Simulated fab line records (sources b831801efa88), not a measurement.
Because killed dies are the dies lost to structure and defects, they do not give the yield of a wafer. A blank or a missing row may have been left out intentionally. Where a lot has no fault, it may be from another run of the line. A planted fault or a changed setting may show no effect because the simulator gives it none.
Chamber matching ; flow sky130 ; rieSi-01 running SKY_FIELD_ISO_ETCH_17: 3 sister chambers
The step etches Si in HBr/Cl2/O2, target depth 342 nm, time 97.7 s. 3 wafers are shown with their chamber, then 7 later ones without.

## EACH WAFER AND ITS CHAMBER
wafer;chamber;drypumpMotorCurrentA (A)
L574.6;1;6.8
L588.6;0;5.4
L590.2;2;4.9

## WAFERS WITH NO CHAMBER GIVEN
wafer;drypumpMotorCurrentA (A)
L590.4;6.8
L590.6;4.9
L591.3;5.0
L591.6;5.4
L592.2;5.0
L592.4;6.7
L592.6;5.4

## CHAMBER TAKEN BY EACH
wafer;from the rows above;in truth
L590.4;1;1
L590.6;2;2
L591.3;2;2
L591.6;0;0
L592.2;2;2
L592.4;1;1
L592.6;0;0
Correctly placed: 7 of 7. Not placeable from these rows: 0. Wrongly placed: 0.
How it was worked out, from the rows above alone: a wafer's distance from a chamber is the root of the sum, over the readings, of the square of ((its reading less the chamber's mean) divided by the reading's scatter). If the next closest chamber is less than 2 further off than the closest, the wafer can't be placed; otherwise it belongs to the closest. The mean given for a chamber averages the wafers shown for that chamber. The scatter: with one shown wafer a chamber, the root of the mean of the squares of how far each hidden wafer lies from its nearest shown one.
